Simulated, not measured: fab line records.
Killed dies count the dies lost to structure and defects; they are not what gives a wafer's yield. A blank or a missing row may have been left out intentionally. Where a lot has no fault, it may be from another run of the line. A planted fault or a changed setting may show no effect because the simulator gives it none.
Struck lot and sound lot, side by side -- flow sky130 -- 15 out of 708 route steps
Sound: these wafers, L743.2, L743.3, L743.4. Struck: wafer L757.2. (L757.1, L757.6 of the same lot were not struck and are left out.) The cause comes at the end.
At each step with rows: each side's tool, then ch and its chambers, then its first start. Under that, the readings that differ: sound wafers -- struck wafers -- difference of the means -- sigmas: that difference in standard deviations of wafers without a fault.
alike: readings whose means differ by less than 2 such deviations, and words and numbers that are the same on both sides. not compared: withheld readings, readings that some wafer has no value for, bounds like >300 that may hide the same value, and numbers for which the record gives no deviation and whose values overlap.
The two part at a step that has a row with sigmas, a row that says differs or no value, or rows on one side only. Non-overlapping numbers with no deviation appear without sigmas and do not part them. A reading that every wafer of one side lacks parts them only if that side has two wafers or more.

SKY_VIA1_ETCH_14: etches BARC in N2/H2, stops on SiO2, time 45.9 s, target depth 60 nm.
  sound on rieDiel-04 ch 0,1,3, day 34 03:58; struck on rieDiel-04 ch 1, day 38 11:55
reading,sound,struck,difference,sigmas
rfHoursCounterH (h),6 9 11,12,+3,
  alike: drypumpMotorCurrentA, oesProductAu, rfFwdPowerW, throttleValvePct
then, 1 step without rows for these wafers: SKY_VIA1_ETCH_15 (etches SiO2 in C4F8/O2/Ar, stops on TiN, target depth 351 nm, time 54 s).
SKY_VIA1_STRIP_16: strips in O2/N2.
  sound on plasmaAsher-01 ch 0,1, day 34 04:03; struck on plasmaAsher-01 ch 0, day 38 12:00
  alike: drypumpMotorCurrentA, oesProductAu, stripTimeToEndpointS
  not compared: rfHoursCounterH
then, 4 steps without rows for these wafers: SKY_VIA1_STRIP_17 (strips in post etch residue remover, time 1200 s); SKY_VIA1_CLEAN_18 (cleans in IPA, time 180 s); SKY_VIA1_CLEAN_19 (cleans in O3/DIW); SKY_VIA1_SPUTTER_20 (material TiN, target thk 20 nm, time 80 s).
SKY_VIA1_CVD_21: deposits W, target thk 270 nm, time 80.902 s.
  sound on cvdW-01 ch 0,1, day 34 04:43; struck on cvdW-02 ch 1, day 38 12:53
  alike: heaterPowerW
SKY_VIA1_RS_MEAS_22: measures by four-point-probe.
  sound on filmMetro-02 at day 34 04:50; struck on filmMetro-02 at day 38 12:59
  alike: VIA1_W_RS
SKY_VIA1_THK_MEAS_23: measures by xrf.
  sound on filmMetro-02 at day 34 04:56; struck on filmMetro-02 at day 38 13:06
  alike: VIA1_W_THK
then, 1 step without rows for these wafers: SKY_VIA1_CMP_24 (polishes, stops on SiO2, t overpolish 15 s, target thk 0 nm).
SKY_METAL2_SPUTTER_00: material Ti, target thk 15 nm, time 10 s.
  sound on pvdSputter-03 at day 34 05:20; struck on pvdSputter-03 at day 38 13:28
  alike: throttleValvePct
SKY_METAL2_SPUTTER_01: material TiN, target thk 20 nm, time 16.7 s.
  sound on pvdSputter-03 at day 34 05:22; struck on pvdSputter-03 at day 38 13:29
reading,sound,struck,difference,sigmas
model.TiN_of_METAL2_SPUTTER_01.thkNm (nm),19.79 20.09 20.06,7.309,-12.671,
  alike: throttleValvePct
SKY_METAL2_SPUTTER_02: material AlCu, target thk 250 nm, time 13.3 s.
  sound on pvdSputter-03 at day 34 05:23; struck on pvdSputter-03 at day 38 13:31
  alike: throttleValvePct
-- the record jumps here: 11 days lie between the struck wafers' starts before and after (it left off in module METAL2 and takes up again in module PAD_OPEN, whose first step shown is number 708 of the route) --
SKY_PAD_OPEN_PROBE_99:
  the record has rows for the struck wafers here (prober-02, day 49 05:05) and none for the sound ones

WHERE THEY PART
Only at SKY_PAD_OPEN_PROBE_99, within this record.

WHY: whatever the simulator had introduced
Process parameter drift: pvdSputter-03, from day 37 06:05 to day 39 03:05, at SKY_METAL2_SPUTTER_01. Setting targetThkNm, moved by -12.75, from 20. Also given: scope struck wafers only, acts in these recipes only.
